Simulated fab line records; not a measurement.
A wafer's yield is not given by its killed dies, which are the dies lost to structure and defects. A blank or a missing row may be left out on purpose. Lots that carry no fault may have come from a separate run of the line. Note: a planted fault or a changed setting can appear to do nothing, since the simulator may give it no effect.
fab line records	flow sky130
[record] lots = 6	wafers = 18	last-day = 49
route steps=708 shown SD_N@344 SD_P@359 RES_XHIGH@360 PAD_OPEN@708
lots untouched by any fault: they come from a run of this same line in which no faults occurred
start-h: start of the lot's first displayed wafer, in hours after the record's first day	wait-h: hours from the lot's prior step to this one	" same as the row above	L1.1+2: a row that stands for several wafers	- no value, or no start given	* or withheld: withheld	< > ~ a bound
route shown NAME@n: a module of which the file shows steps, and the number in the route of the first	usual: average and standard deviation across the fault-free wafers	same: alike in all rows	chamber/n: place in a boat	sites: per-site readings	_std_site: standard deviation across them	_edge_site: outer sites' mean less inner sites'	radius-mm: how far each site lies from the wafer's centre	mask NAME#n: copy n	behind: the last tool/chamber to shape the wafer	hold: what put the lot on hold/how long, in hours/how the hold closed	device: which transistor (n, p or np) failed to switch	end of line: tests of these same wafers at the route's end	where a step has no rows: the recipe by itself	killed: at the first sort, the dies lost to defects and structure; wafer yield is something else	map: dies across one wafer; x = killed, . = not, _ = none there
set.NAME: the run value of the setting; set.NAME@STEP: its run value at that earlier step	model.NAME: the simulator's own value behind a step, which no gauge read
a table for each step, a row for each wafer; lots at some steps of the route
services: when a tool's chamber went out of use (start-h, in hours from the record's first day, below 0 if earlier), for how many hours, and the reason
[[steps]]
[step SKY_SD_N_COAT_02]
[recipe] resist = NOVOLAK	spin-rpm = 3000	resist-thk-nm = 1140
[step SKY_SD_N_SOFTBAKE_03]
[recipe] temp-c = 90	time-s = 60	resist = NOVOLAK
[step SKY_SD_N_EXPOSE_04]
[recipe] mask-id = NSDM	na = 0.6	source-shape = conventional	sigma-outer = 0.6	polarization = unpolarized	target-cd-nm = 380	dose-mj = 139.3
[step SKY_SD_N_PEB_05]
[recipe] temp-c = withheld	time-s = *	resist = NOVOLAK
[step SKY_SD_N_DEVELOP_06]
[recipe] resist = NOVOLAK	developer = TMAH	develop-time-s = 60	dev-temp-c = 23
[step SKY_SD_N_CD_MEAS_07]
[recipe] target-cd-nm = 380
[usual] cd-nm = 379.2/2.3
lot.wafer	tool	chamber	start-h	wait-h	cd-nm
L796.2	cd-sem-01	-	672.84	0.1	377.7
L796.5	"	-	"	"	378.8
L796.6	"	-	"	"	378.8
L801.3	cd-sem-02	-	724.54	0.1	374.0
L801.5	"	-	"	"	375.9
L801.6	"	-	"	"	377.2
L806.4	cd-sem-01	-	737.27	0.1	379.8
L806.5	"	-	"	"	378.6
L806.6	"	-	"	"	378.0
L807.1	cd-sem-02	-	738.12	0.1	377.7
L807.2	"	-	"	"	377.0
L807.4	"	-	"	"	377.0
L809.1	cd-sem-02	-	762.63	0.1	379.9
L809.4	"	-	"	"	377.9
L809.6	"	-	"	"	380.1
L814.3	cd-sem-02	-	805.29	0.1	383.4
L814.4	"	-	"	"	380.8
L814.5	"	-	"	"	383.4
[step SKY_SD_N_OVL_MEAS_08]
[usual] SD_N_OVL = 1.0/1.7
lot.wafer	tool	chamber	start-h	wait-h	SD_N_OVL[nm]
L796.2	overlay-02	-	672.95	0.1	-0.9
L796.5	"	-	"	"	0.2
L796.6	"	-	"	"	-0.2
L801.3	overlay-01	-	724.64	0.1	-0.3
L801.5	"	-	"	"	0.9
L801.6	"	-	"	"	-1.7
L806.4	overlay-02	-	737.35	0.1	-2.7
L806.5	"	-	"	"	-2.0
L806.6	"	-	"	"	-1.1
L807.1	overlay-02	-	738.24	0.1	0.6
L807.2	"	-	"	"	0.9
L807.4	"	-	"	"	1.8
L809.1	overlay-02	-	762.78	0.1	2.8
L809.4	"	-	"	"	3.1
L809.6	"	-	"	"	0.6
L814.3	overlay-02	-	805.39	0.1	2.9
L814.4	"	-	"	"	2.0
L814.5	"	-	"	"	3.2
[step SKY_SD_N_IMPLANT_09]
[recipe] species = As	energy-kev = 50	dose-cm2 = 4e+15	tilt-deg = 0
[step SKY_SD_N_IMPLANT_10]
[recipe] species = P	energy-kev = 20	dose-cm2 = 1e+14	tilt-deg = 0
[step SKY_SD_N_STRIP_11]
[recipe] chemistry = O2/N2	power-w = 1400	pressure-mtorr = 1500	platen-temp-c = withheld	o2-flow-sccm = 3000	n2-flow-sccm = 300	overash-fraction = 0.5
[usual] chamber-pressure-mTorr = 1500.0/1.4	drypump-motor-current-A = 5.82/0.28	n2-flow-sccm = 299.9/1	o2-flow-sccm = 3001/8.2	oes-product-au = 0.527/0.0044	strip-time-to-endpoint-s = 22.53/0.041
lot.wafer	tool	chamber	start-h	wait-h	chamber-pressure-mTorr	drypump-motor-current-A	n2-flow-sccm	o2-flow-sccm	oes-product-au	rf-hours-counter-h	strip-time-to-endpoint-s
L796.2	plasma-asher-03	0	673.28	0.1	1501.6	5.64	298.8	3005	0.529	83	22.48
L796.5	"	0	"	"	1499.3	5.65	299.0	2997	0.518	-	22.52
L796.6	"	1	"	"	1498.1	5.41	298.9	3001	0.524	-	22.51
L801.3	plasma-asher-01	1	724.99	0.1	1500.1	6.28	298.8	3002	0.526	-	22.52
L801.5	"	1	"	"	1502.3	6.28	299.1	3007	0.532	-	22.54
L801.6	"	0	"	"	1499.5	5.99	300.7	2983	0.522	-	22.55
L806.4	plasma-asher-03	1	737.70	0.1	1498.7	5.42	300.0	3007	0.523	-	22.59
L806.5	"	0	"	"	1499.5	5.65	299.7	2985	0.528	-	22.59
L806.6	"	1	"	"	1499.8	5.42	299.7	3001	0.527	-	22.57
L807.1	plasma-asher-01	0	738.58	0.1	1501.0	5.98	299.6	3017	0.527	60	22.54
L807.2	"	1	"	"	1500.5	6.29	299.8	3000	0.528	60	22.55
L807.4	"	0	"	"	1497.0	5.98	299.7	3008	0.524	-	22.54
L809.1	plasma-asher-02	0	763.11	0.1	1499.1	5.63	299.1	3014	0.526	2	22.52
L809.4	"	1	"	"	1500.9	5.80	298.4	3005	0.528	-	22.51
L809.6	"	0	"	"	1499.3	5.61	300.3	3013	0.525	-	22.55
L814.3	plasma-asher-02	1	805.74	0.1	1497.4	5.78	300.3	3004	0.524	-	22.49
L814.4	"	0	"	"	1498.1	5.61	299.9	3003	0.521	-	22.51
L814.5	"	1	"	"	1500.2	5.79	299.6	3001	0.538	-	22.49
[step SKY_SD_N_TW_MEAS_12]
[usual] SD_N_TW = 3997/40
lot.wafer	tool	chamber	start-h	wait-h	SD_N_TW
L796.2	film-metro-03	-	673.39	0.1	3997
L796.5	"	-	"	"	4009
L796.6	"	-	"	"	3986
L801.3	film-metro-03	-	725.08	0.1	4003
L801.5	"	-	"	"	4003
L801.6	"	-	"	"	4003
L806.4	film-metro-02	-	737.80	0.1	3951
L806.5	"	-	"	"	3940
L806.6	"	-	"	"	3952
L807.1	film-metro-03	-	738.68	0.1	4025
L807.2	"	-	"	"	3989
L807.4	"	-	"	"	3997
L809.1	film-metro-02	-	763.21	0.1	3910
L809.4	"	-	"	"	3898
L809.6	"	-	"	"	3916
L814.3	film-metro-03	-	805.83	0.1	3983
L814.4	"	-	"	"	3974
L814.5	"	-	"	"	4026
[step SKY_SD_N_CLEAN_13]
[recipe] chemistry = SC1/SC2	mix = 1:4:20	temp-c = 70	time-s = 150	dry = n2-spin
[step SKY_SD_N_RTA_14]
[recipe] temp-c = 1075	time-s = 2	idle-temp-c = 650	ramp-up-c-per-s = 150	ramp-down-c-per-s = 90	ambient = N2
[usual] lamp-power-pct = 15.73/0.059	wafer_temp_C_max = 1078.0/1.3
[same] time-s = 2
lot.wafer	tool	chamber	start-h	wait-h	lamp-power-pct	wafer_temp_C_max
L796.2	rtp-anneal-01	0	673.50	0.0	15.67	1077.8
L796.5	"	0	"	"	15.73	1079.5
L796.6	"	0	"	"	15.85	1076.6
L801.3	rtp-anneal-02	0	725.19	0.0	15.71	1078.2
L801.5	"	0	"	"	15.68	1078.6
L801.6	"	0	"	"	15.77	1077.6
L806.4	rtp-anneal-01	0	737.91	0.0	15.82	1077.1
L806.5	"	0	"	"	15.79	1076.7
L806.6	"	0	"	"	15.70	1077.5
L807.1	rtp-anneal-02	0	738.79	0.0	15.87	1087.8
L807.2	"	0	"	"	15.92	1088.4
L807.4	"	0	"	"	15.89	1088.4
L809.1	rtp-anneal-02	0	763.33	0.0	15.89	1087.7
L809.4	"	0	"	"	15.84	1090.1
L809.6	"	0	"	"	15.83	1089.1
L814.3	rtp-anneal-01	0	805.94	0.0	15.73	1078.9
L814.4	"	0	"	"	15.74	1078.8
L814.5	"	0	"	"	15.67	1079.1
[step SKY_SD_N_RS_MEAS_16]
[recipe] thk-meas-gauge = four-point-probe
[usual] SD_N_RS = 68.57/0.11
lot.wafer	tool	chamber	start-h	wait-h	SD_N_RS[ohm/sq]
L796.2	film-metro-02	-	673.68	0.1	68.72
L796.5	"	-	"	"	68.60
L796.6	"	-	"	"	68.41
L801.3	film-metro-02	-	725.38	0.1	68.46
L801.5	"	-	"	"	68.46
L801.6	"	-	"	"	68.34
L806.4	film-metro-03	-	738.12	0.1	68.46
L806.5	"	-	"	"	68.47
L806.6	"	-	"	"	68.61
L807.1	film-metro-02	-	738.96	0.1	66.65
L807.2	"	-	"	"	66.63
L807.4	"	-	"	"	66.61
L809.1	film-metro-03	-	763.50	0.1	66.72
L809.4	"	-	"	"	66.87
L809.6	"	-	"	"	66.94
L814.3	film-metro-02	-	806.13	0.1	68.82
L814.4	"	-	"	"	68.55
L814.5	"	-	"	"	68.49
[step SKY_SD_N_RS_MEAS_17]
[recipe] thk-meas-gauge = four-point-probe
[usual] SD_P_RS = 147.1/0.37
lot.wafer	tool	chamber	start-h	wait-h	SD_P_RS[ohm/sq]
L796.2	film-metro-02	-	673.80	0.1	147.2
L796.5	"	-	"	"	146.4
L796.6	"	-	"	"	147.0
L801.3	film-metro-02	-	725.50	0.1	147.1
L801.5	"	-	"	"	146.6
L801.6	"	-	"	"	146.7
L806.4	film-metro-03	-	738.24	0.1	146.9
L806.5	"	-	"	"	147.0
L806.6	"	-	"	"	147.0
L807.1	film-metro-02	-	739.08	0.1	138.0
L807.2	"	-	"	"	137.4
L807.4	"	-	"	"	137.3
L809.1	film-metro-03	-	763.62	0.1	138.3
L809.4	"	-	"	"	138.2
L809.6	"	-	"	"	138.8
L814.3	film-metro-02	-	806.25	0.1	147.4
L814.4	"	-	"	"	147.3
L814.5	"	-	"	"	147.2
[step SKY_SD_N_RS_MEAS_18]
[recipe] thk-meas-gauge = four-point-probe
[usual] RES_XHIGH_RS = 330.0/1.3
lot.wafer	tool	chamber	start-h	wait-h	RES_XHIGH_RS[ohm/sq]
L796.2	film-metro-02	-	673.92	0.1	330.0
L796.5	"	-	"	"	329.2
L796.6	"	-	"	"	329.5
L801.3	film-metro-02	-	725.62	0.1	329.9
L801.5	"	-	"	"	330.6
L801.6	"	-	"	"	329.5
L806.4	film-metro-03	-	738.36	0.1	330.3
L806.5	"	-	"	"	329.3
L806.6	"	-	"	"	328.7
L807.1	film-metro-02	-	739.20	0.1	330.3
L807.2	"	-	"	"	330.1
L807.4	"	-	"	"	330.9
L809.1	film-metro-03	-	763.74	0.1	331.0
L809.4	"	-	"	"	330.7
L809.6	"	-	"	"	330.8
L814.3	film-metro-02	-	806.37	0.1	329.1
L814.4	"	-	"	"	329.2
L814.5	"	-	"	"	328.7
[step SKY_PAD_OPEN_PROBE_99]
[usual] killed_at_M0_to_M3 = 43/7.5	killed_at_M4_up = 3.0/1.6	killed-at-contacts = 23/5.8	killed-at-front-end = 14/4.8	killed-at-other = 0.3/0.52	killed-dies = 84/9.1	killed-open = 47/7.2	killed-short = 37/5.8
[same] gross-dies = 492	killed-at-back-side = 0
lot.wafer	tool	chamber	start-h	wait-h	killed_at_M0_to_M3	killed_at_M4_up	killed-at-contacts	killed-at-front-end	killed-at-other	killed-dies	killed-open	killed-short	model.etest.res-xhigh-po.line-ohm-um	model.etest.res-xhigh-po.rs-ohm-sq	model.etest.pfet_01v8.r-on-ohm-um	model.etest.res-pdiff.line-ohm-um	model.etest.res-high-po.line-ohm-um	model.etest.licon-high-po.rc-ohm	model.etest.res-ndiff.line-ohm-um	model.etest.res-high-po.rs-ohm-sq
L796.2	prober-01	-	1096.06	0.1	59	2	24	17	0	102	48	54	5877	2067	2846	1382	754.4	363	783.3	270.8
L796.5	prober-01	-	1096.21	0.2	49	3	18	9	0	79	43	36	5406	1884	2856	1368	729.7	334.5	768.2	253.9
L796.6	prober-01	-	1096.26	0.2	54	1	19	19	1	94	56	38	5559	1987	2873	1381	741.1	337.3	778.6	261.4
L801.3	prober-01	-	1137.57	0.2	40	3	24	27	0	94	52	42	5615	2013	3051	1424	734.9	343.5	788.9	260.6
L801.5	prober-01	-	1137.67	0.2	41	2	17	17	1	78	47	31	5507	1939	2883	1383	741.5	322.2	785.8	257
L801.6	prober-01	-	1137.72	0.2	43	5	17	20	1	86	42	44	5620	1950	2924	1420	738.3	331.5	788.8	258.5
L806.4	prober-01	-	1143.79	0.2	51	7	17	14	2	91	57	34	5703	1978	2924	1348	729.2	359.1	753.9	257
L806.5	prober-01	-	1143.84	0.2	42	1	21	12	1	77	40	37	5682	2032	2968	1391	746.9	362.4	774.6	262.4
L806.6	prober-01	-	1143.89	0.2	42	3	30	6	0	81	42	39	5761	2014	2860	1386	749.2	361.9	759.9	259.6
L807.1	prober-02	-	1145.13	0.1	46	1	23	11	0	81	44	37	5089	1818	2658	1270	700.1	297.3	751	244.4
L807.2	prober-02	-	1145.18	0.1	28	4	18	18	0	68	32	36	5129	1794	2614	1257	684.2	314.5	743.7	237.8
L807.4	prober-02	-	1145.28	0.2	38	5	11	14	0	68	33	35	4947	1754	2643	1270	680.4	297.2	746	238.3
L809.1	prober-02	-	1160.26	0.1	42	4	22	19	0	87	46	41	5409	1934	2837	1285	692	315.9	759.5	249.4
L809.4	prober-02	-	1160.41	0.2	27	2	24	15	0	68	37	31	5519	1928	2782	1316	710.3	311.2	751.6	246.8
L809.6	prober-02	-	1160.51	0.2	43	5	20	10	0	78	49	29	5560	1948	2873	1287	690.8	319.3	746.7	251.2
L814.3	prober-01	-	1184.08	0.2	64	2	15	10	0	91	51	40	5538	1911	2914	1394	730.5	349.8	768.1	254.4
L814.4	prober-01	-	1184.13	0.2	47	3	20	15	0	85	49	36	5566	1928	2852	1354	733.2	349.7	768.9	253.8
L814.5	prober-01	-	1184.18	0.2	51	1	13	12	0	77	50	27	5321	1843	2912	1387	719.9	336.9	760.5	249.4
// killed by level:class
L796.2 VIA1:geometric-particle:open=14 METAL1:geometric-particle:short=13 CONTACT:geometric-particle:open=10 VIA1:geometric-particle:short=9 FIELD_ISO:geometric-particle:open=5 METAL2:geometric-particle:short=5 METAL3:geometric-particle:short=5 FIELD_ISO:geometric-particle:short=4
L796.5 METAL1:geometric-particle:short=9 VIA1:geometric-particle:open=9 LI_CONTACT:geometric-particle:open=8 VIA2:geometric-particle:open=8 VIA3:geometric-particle:open=8 CONTACT:geometric-particle:open=5 VIA1:geometric-particle:short=5 FIELD_ISO:geometric-particle:short=4
L796.6 VIA3:geometric-particle:open=9 VIA1:geometric-particle:open=8 METAL2:geometric-particle:short=8 FIELD_ISO:geometric-particle:open=7 LI_CONTACT:geometric-particle:open=7 CONTACT:geometric-particle:open=6 VIA2:geometric-particle:open=6 FIELD_ISO:geometric-particle:short=5
L801.3 VIA1:geometric-particle:open=9 POLY_GATE:geometric-particle:open=8 FIELD_ISO:geometric-particle:open=7 LI_CONTACT:geometric-particle:open=6 CONTACT:geometric-particle:open=6 CONTACT:geometric-particle:short=5 VIA1:geometric-particle:short=5 POLY_GATE:geometric-particle:short=4
L801.5 VIA1:geometric-particle:open=13 VIA3:geometric-particle:open=8 CONTACT:geometric-particle:open=6 LI_CONTACT:geometric-particle:open=6 METAL2:geometric-particle:short=6 FIELD_ISO:geometric-particle:short=5 POLY_GATE:geometric-particle:open=5 VIA2:geometric-particle:open=5
L801.6 FIELD_ISO:geometric-particle:short=9 VIA1:geometric-particle:open=9 VIA2:geometric-particle:open=8 VIA3:geometric-particle:open=7 CONTACT:geometric-particle:open=6 METAL1:geometric-particle:short=6 LI_CONTACT:geometric-particle:open=5 METAL4:geometric-particle:short=5
L806.4 VIA1:geometric-particle:open=12 VIA2:geometric-particle:open=10 VIA3:geometric-particle:open=8 CONTACT:geometric-particle:open=6 METAL4:geometric-particle:short=5 FIELD_ISO:geometric-particle:open=4 FIELD_ISO:geometric-particle:short=4 LI_CONTACT:geometric-particle:open=4
L806.5 CONTACT:geometric-particle:open=9 VIA1:geometric-particle:open=9 METAL3:geometric-particle:short=7 METAL2:geometric-particle:short=5 LI_CONTACT:geometric-particle:open=5 LOCAL_INTERCONNECT:geometric-particle:short=5 METAL1:geometric-particle:short=5 FIELD_ISO:geometric-particle:open=4
L806.6 VIA1:geometric-particle:open=14 LOCAL_INTERCONNECT:geometric-particle:short=8 CONTACT:geometric-particle:open=8 LI_CONTACT:geometric-particle:open=7 VIA1:geometric-particle:short=6 CONTACT:geometric-particle:short=5 VIA3:geometric-particle:open=4 METAL1:geometric-particle:short=4
L807.1 CONTACT:geometric-particle:open=9 VIA1:geometric-particle:open=8 CONTACT:geometric-particle:short=7 VIA3:geometric-particle:open=7 VIA2:geometric-particle:open=6 LI_CONTACT:geometric-particle:open=4 METAL1:geometric-particle:short=4 VIA1:geometric-particle:short=4
L807.2 CONTACT:geometric-particle:open=11 METAL1:geometric-particle:short=6 SPACER:geometric-particle:short=4 CONTACT:geometric-particle:short=4 VIA1:geometric-particle:short=4 FIELD_ISO:geometric-particle:short=3 FIELD_ISO:geometric-particle:open=3 VIA3:geometric-particle:open=3
L807.4 VIA1:geometric-particle:open=9 VIA3:geometric-particle:open=6 FIELD_ISO:geometric-particle:short=5 METAL2:geometric-particle:short=5 POLY_GATE:geometric-particle:short=4 VIA2:geometric-particle:open=4 LI_CONTACT:geometric-particle:open=3 LOCAL_INTERCONNECT:geometric-particle:short=3
L809.1 VIA3:geometric-particle:open=9 FIELD_ISO:geometric-particle:open=7 LI_CONTACT:geometric-particle:open=7 VIA1:geometric-particle:open=7 FIELD_ISO:geometric-particle:short=6 LOCAL_INTERCONNECT:geometric-particle:short=6 VIA1:geometric-particle:short=6 VIA2:geometric-particle:open=6
L809.4 CONTACT:geometric-particle:open=10 LI_CONTACT:geometric-particle:open=6 VIA2:geometric-particle:open=5 CONTACT:geometric-particle:short=5 VIA1:geometric-particle:open=5 POLY_GATE:geometric-particle:short=4 FIELD_ISO:geometric-particle:open=3 FIELD_ISO:geometric-particle:short=3
L809.6 CONTACT:geometric-particle:open=12 VIA1:geometric-particle:open=10 METAL1:geometric-particle:short=9 VIA2:geometric-particle:open=7 FIELD_ISO:geometric-particle:open=5 METAL4:geometric-particle:short=5 VIA1:geometric-particle:short=4 LI_CONTACT:geometric-particle:open=3
L814.3 VIA1:geometric-particle:open=12 VIA2:geometric-particle:open=11 METAL1:geometric-particle:short=10 LI_CONTACT:geometric-particle:open=7 METAL2:geometric-particle:short=7 CONTACT:geometric-particle:open=6 VIA1:geometric-particle:short=6 VIA2:geometric-particle:short=6
L814.4 VIA2:geometric-particle:open=10 VIA1:geometric-particle:open=9 CONTACT:geometric-particle:open=9 VIA3:geometric-particle:open=6 FIELD_ISO:geometric-particle:short=5 VIA2:geometric-particle:short=5 CONTACT:geometric-particle:short=5 FIELD_ISO:geometric-particle:open=4
L814.5 VIA1:geometric-particle:open=16 CONTACT:geometric-particle:open=7 VIA3:geometric-particle:open=7 LI_CONTACT:geometric-particle:open=5 VIA1:geometric-particle:short=5 METAL3:geometric-particle:short=4 METAL1:geometric-particle:short=4 VIA2:geometric-particle:open=4
[[services]]
tool	chamber	start-h	hours	kind
plasma-asher-03	-	700.42	1.3	repair
plasma-asher-03	-	704.45	2.7	repair
plasma-asher-02	-	725.05	4.6	repair
plasma-asher-02	-	733.75	9.0	pm
plasma-asher-02	0	733.75	9.0	vent-cycle
plasma-asher-02	1	733.75	9.0	vent-cycle
plasma-asher-02	0	742.75	-	clean
plasma-asher-02	1	742.75	-	clean
plasma-asher-03	-	757.17	7.1	repair
plasma-asher-02	-	796.97	2.8	pm
[[key]]
[first-sign] step = SKY_SD_N_RTA_14	reading = wafer_temp_C_max	direction = up	sigmas = 8.3	usual = *	struck = *
[effect] step = SKY_SD_N_RTA_14	reading = lamp-power-pct	direction = up	sigmas = 2.3	usual = 15.73	struck = 15.87
[effect] step = SKY_SD_N_RS_MEAS_16	reading = SD_N_RS	direction = down	sigmas = 17	usual = 68.57	struck = 66.73
[effect] step = SKY_SD_N_RS_MEAS_17	reading = SD_P_RS	direction = down	sigmas = 24	usual = 147.1	struck = 138.0
[model-effect] step = SKY_PAD_OPEN_PROBE_99	value = etest.res-xhigh-po.line-ohm-um	without = 5845	struck = 5275
met-at SKY_SD_N_RTA_14
struck-wafers L807.1,L807.2,L807.4,L809.1,L809.4,L809.6
tester-left-out L807,L809
onset-between 725.19 738.79
[fault] kind = process-parameter-drift	tool = rtp-anneal-02	chamber = -	onset-h = 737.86	steps = SKY_SD_N_RTA_14	channel = temp-c	offset = *	shape = step	end-h = 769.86	acts-in = *	stated = *
// tester-left-out: of these lots the tester's yield and bins aren't shown, on N5 and GAA mostly nor the transistor test; their killed dies are dies lost to structure and defects alone, not to doping, threshold or leakage, so they don't give the yield
